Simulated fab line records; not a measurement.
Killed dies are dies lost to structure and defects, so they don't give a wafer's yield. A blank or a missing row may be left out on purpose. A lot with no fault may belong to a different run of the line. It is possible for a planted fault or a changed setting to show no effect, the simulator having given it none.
Chamber matching | flow gf180mcu | GF_V1_ETCH_16 on rie_diel-04: 4 sister chambers
The step etches BARC in N2/H2. 8 wafers are shown with their chamber, then 8 later ones without.

== WAFERS, EACH WITH ITS CHAMBER ==
wafer  | chamber | drypump_motor_current_A (A) | oes_product_au (a.u.)
L079.4 | 2       | 5.7                         | 0.854
L079.6 | 1       | 5.6                         | 0.851
L081.5 | 0       | 5.5                         | 0.857
L081.6 | 1       | 5.6                         | 0.853
L086.1 | 3       | 5.5                         | 0.863
L086.4 | 0       | 5.5                         | 0.863
L086.5 | 2       | 5.8                         | 0.856
L091.3 | 3       | 5.5                         | 0.854

== WAFERS WITH NO CHAMBER GIVEN ==
wafer  | drypump_motor_current_A (A) | oes_product_au (a.u.)
L091.5 | 5.5                         | 0.855
L091.6 | 5.6                         | 0.862
L090.4 | 5.5                         | 0.853
L090.5 | 5.6                         | 0.865
L090.6 | 5.8                         | 0.855
L097.1 | 5.5                         | 0.850
L097.3 | 5.6                         | 0.859
L097.4 | 5.5                         | 0.851

== EACH ONE'S CHAMBER ==
wafer  | from the rows above               | in truth
L091.5 | can't be placed: 3 or 0           | 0
L091.6 | can't be placed: 1 or 0 or 3      | 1
L090.4 | can't be placed: 3 or 0 or 1      | 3
L090.5 | can't be placed: 0 or 3 or 1 or 2 | 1
L090.6 | 2                                 | 2
L097.1 | can't be placed: 3 or 0 or 1      | 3
L097.3 | can't be placed: 1 or 3 or 0      | 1
L097.4 | can't be placed: 3 or 0 or 1      | 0
Correctly placed: 1 of 8. These rows do not allow placing 7 (true chamber among the candidates in 7). Placed wrongly: 0.
How it was worked out, from the rows above alone: a wafer's distance from a chamber is the root of the sum, over the readings, of the square of ((its reading less the chamber's mean) divided by the reading's scatter). If the next closest chamber is less than 2 further off than the closest, the wafer can't be placed; otherwise it belongs to the closest. A chamber's mean is the mean of its shown wafers. The scatter: take each reading less its chamber's mean, square it, sum over the shown wafers, divide by the number of wafers less the number of chambers, and take the root.
